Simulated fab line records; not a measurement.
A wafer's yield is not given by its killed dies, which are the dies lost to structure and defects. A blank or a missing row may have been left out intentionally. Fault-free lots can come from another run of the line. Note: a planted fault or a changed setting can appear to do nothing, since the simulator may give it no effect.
A lot that was struck, set against a sound lot | flow sky130 | 15 steps out of a route of 708
Sound: wafers L379.1, L379.2, L379.4. Struck: wafer L389.6. (L389.4, L389.5 of the same lot were not struck and are left out.) The cause comes at the end.
For every step that has rows: the tool of each side, followed by ch and its chambers, followed by its first start. Under that, the readings that differ: sound wafers | struck wafers | difference of the means | sigmas: that difference in standard deviations of wafers without a fault.
alike: readings with means less than 2 such deviations apart, plus words and numbers identical on both sides. not compared: withheld readings, readings lacking a value on some wafer, bounds such as >300 that could conceal the same value, and numbers that have no deviation in the record and whose values overlap.
A row with sigmas, a row that says differs or no value, or rows on one side alone: a step with any of these is where the two part. When numbers do not overlap yet have no deviation, they are printed without sigmas and do not part them. Lack of a reading on every wafer of one side parts them only where that side has two or more wafers.

first, 1 step without rows for these wafers: SKY_PWDE_IMPLANT_08.
SKY_PWDE_STRIP_09: strips in O2/N2.
  sound on plasmaAsher-04 ch 0,1, day 5 07:53; struck on plasmaAsher-02 ch 1, day 7 13:33
  alike: drypumpMotorCurrentA, oesProductAu, stripTimeToEndpointS
  not compared: rfHoursCounterH
SKY_PWDE_TW_MEAS_10:
  sound on filmMetro-04 at day 5 07:59; struck on filmMetro-01 at day 7 13:39
  alike: PWDE_TW
then, 7 steps without rows for these wafers: SKY_NWELL_DEHYDRATE_03 (time 60 s); SKY_NWELL_HMDS_04 (prime time 60 s); SKY_NWELL_COAT_05 (resist thk 3000 nm); SKY_NWELL_SOFTBAKE_06; SKY_NWELL_EXPOSE_07 (exposes mask NWM, target cd 840 nm); SKY_NWELL_PEB_08; SKY_NWELL_DEVELOP_09 (develop time 60 s).
SKY_NWELL_OVL_MEAS_10:
  sound on overlay-02 at day 6 02:35; struck on overlay-01 at day 8 10:37
  alike: NWELL_00_OVL
next, for these wafers, 1 step has no rows: SKY_NWELL_IMPLANT_11.
SKY_NWELL_IMPLANT_12:
  sound on implanter-03 ch 0, day 6 02:46; struck on implanter-03 ch 0, day 8 10:52
reading          | sound          | struck | difference | sigmas
beamOnS (s)      | 9.60 9.95 9.84 | 11.65  | +1.85      | +9
faradayCurrentUA | 7.61 7.36 7.41 | 6.28   | -1.18      | -8
next, for these wafers, 1 step has no rows: SKY_NWELL_IMPLANT_13.
-- the record jumps here: 41 days lie between the struck wafers' starts before and after (it left off in module NWELL and takes up again in module PAD_OPEN, whose first step shown is number 708 of the route) --
SKY_PAD_OPEN_PROBE_99:
  sound on prober-01 at day 47 12:35; struck on prober-02 at day 49 12:17
reading                               | sound                   | struck  | difference | sigmas
killed_at_M0_to_M3                    | 39 29 41                | 64      | +28        | +4
killedAtContacts                      | 31 20 31                | 17      | -10        | -2
killedShort                           | 40 29 34                | 52      | +18        | +3
model.etest.pfet_01v8_lvt.driveUaUm   | 175 175.1 177           | 170.4   | -5.3       | 
model.etest.pfetG5v0d10v5.offLog10AUm | -12.55 -12.43 -12.24    | -13.16  | -0.75      | 
model.etest.pfet_01v8_lvt.offLog10AUm | -8.494 -8.584 -8.723    | -9.691  | -1.091     | 
model.etest.pfetG5v0d10v5.vtSatV (V)  | -0.6061 -0.608 -0.5843  | -0.6838 | -0.0843    | 
model.etest.pfet_16v.vtV (V)          | -1.09 -1.085 -1.09      | -1.166  | -0.078     | 
model.etest.pfetG5v0d10v5.vtV (V)     | -0.8071 -0.8079 -0.7929 | -0.8681 | -0.0655    | 
model.etest.pfetG5v0d10v5.vtLongV (V) | -0.9209 -0.9155 -0.9204 | -0.986  | -0.067     | 
model.etest.pfet_01v8_lvt.vtSatV (V)  | -0.4209 -0.4177 -0.4177 | -0.4987 | -0.0799    | 
  alike: killed_at_M4_up, killedAtFrontEnd, killedAtOther, killedDies, killedOpen

WHERE THEY PART
At SKY_NWELL_IMPLANT_12 first; at SKY_PAD_OPEN_PROBE_99 last (within this record only).

WHY: whatever the simulator had introduced
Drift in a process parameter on implanter-03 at SKY_NWELL_IMPLANT_12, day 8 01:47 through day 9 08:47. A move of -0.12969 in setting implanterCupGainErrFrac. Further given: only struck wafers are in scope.
